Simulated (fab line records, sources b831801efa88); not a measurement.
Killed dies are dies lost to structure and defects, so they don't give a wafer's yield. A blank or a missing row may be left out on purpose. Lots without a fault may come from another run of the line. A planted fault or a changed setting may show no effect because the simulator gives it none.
A struck lot beside a sound one | flow gf180mcu | 17 steps out of a route of 602
Sound: wafers L985.4, L985.5, L985.6. Struck: wafers L990.1, L990.2, L990.4. The cause comes at the end.
At each step with rows: each side's tool, then ch and its chambers, then its first start. Under that, the readings that differ: sound wafers | struck wafers | difference of the means | sigmas: that difference in standard deviations of wafers without a fault.
alike: readings whose means differ by less than 2 such deviations, and words and numbers that are the same on both sides. not compared: withheld readings, readings that some wafer has no value for, bounds like >300 that may hide the same value, and numbers for which the record gives no deviation and whose values overlap.
The two part at a step that has a row with sigmas, a row that says differs or no value, or rows on one side only. Numbers that don't overlap but have no deviation are shown without sigmas and don't part them. A reading that every wafer of one side lacks parts them only if that side has two wafers or more.

first, 1 step without rows for these wafers: GF_HV_LDD_CLEAN_51 (cleans in SC1/SC2, time 150 s).
GF_HV_LDD_RTA_52: time 10 s.
  sound on rtp_anneal-02 ch 0, day 13 02:53; struck on rtp_anneal-01 ch 0, day 14 15:51
  reading            | sound          | struck         | difference | sigmas
  lamp_power_pct (%) | 33.7 33.7 33.7 | 32.6 32.7 32.6 | -1.1       | -2
  alike: wafer_temp_C_max
then, 1 step without rows for these wafers: GF_HV_LDD_CVD_54 (deposits SiO2 from TEOS, target thk 10 nm, time 75 s).
GF_HV_LDD_THK_MEAS_55:
  sound on film_metro-02, day 13 04:05; struck on film_metro-04, day 14 17:03
  alike: HV_LDD_CVD_54_THK
then, 1 step without rows for these wafers: GF_HV_LDD_CVD_56 (deposits Si3N4 from DCS/NH3, target thk 90 nm, time 1543 s).
GF_HV_LDD_THK_MEAS_57:
  sound on film_metro-04, day 13 05:34; struck on film_metro-01, day 14 18:32
  alike: HV_LDD_CVD_56_THK
GF_HV_LDD_ETCHBACK_58: etches Si3N4 in CH3F/O2, stops on SiO2, time 100 s, target depth 90 nm.
  sound on rie_diel-03 ch 1,2, day 13 05:36; struck on rie_diel-04 ch 0,2,3, day 14 18:36
  alike: drypump_motor_current_A, oes_product_au, throttle_valve_pct
  not compared: rf_hours_counter_h
then, 4 steps without rows for these wafers: GF_NSD_DEHYDRATE_00 (time 60 s); GF_NSD_HMDS_01 (prime time 60 s); GF_NSD_COAT_02 (resist thk 1000 nm); GF_NSD_SOFTBAKE_03 (time 60 s).
GF_NSD_EXPOSE_04: exposes mask Nplus, target cd 400 nm.
  sound on iline_stepper-01 ch 0, day 13 15:23; struck on iline_stepper-02 ch 0, day 15 05:34
  reading              | sound                | struck               | difference | sigmas
  exposure_dose_mJ_cm2 | 139.88 140.06 139.93 | 134.20 134.12 134.26 | -5.76      | -41
  alike: mask
then, 2 steps without rows for these wafers: GF_NSD_PEB_05; GF_NSD_DEVELOP_06 (develop time 60 s).
GF_NSD_CD_MEAS_07: target cd 400 nm.
  sound on cd_sem-02, day 14 01:07; struck on cd_sem-02, day 15 16:00
  reading    | sound             | struck            | difference | sigmas
  cd_nm (nm) | 403.1 402.1 402.4 | 386.5 389.5 390.5 | -13.7      | -7
GF_NSD_OVL_MEAS_08:
  sound on overlay-01, day 14 01:11; struck on overlay-01, day 15 16:07
  alike: NSD_OVL
then, 1 step without rows for these wafers: GF_PASSIVATION_PROBE_99.

WHERE THEY PART
First at GF_HV_LDD_RTA_52; last, within this record, at GF_NSD_CD_MEAS_07. Later steps at which nothing parts them and some readings are alike: GF_NSD_OVL_MEAS_08.

WHY: what the simulator had put in
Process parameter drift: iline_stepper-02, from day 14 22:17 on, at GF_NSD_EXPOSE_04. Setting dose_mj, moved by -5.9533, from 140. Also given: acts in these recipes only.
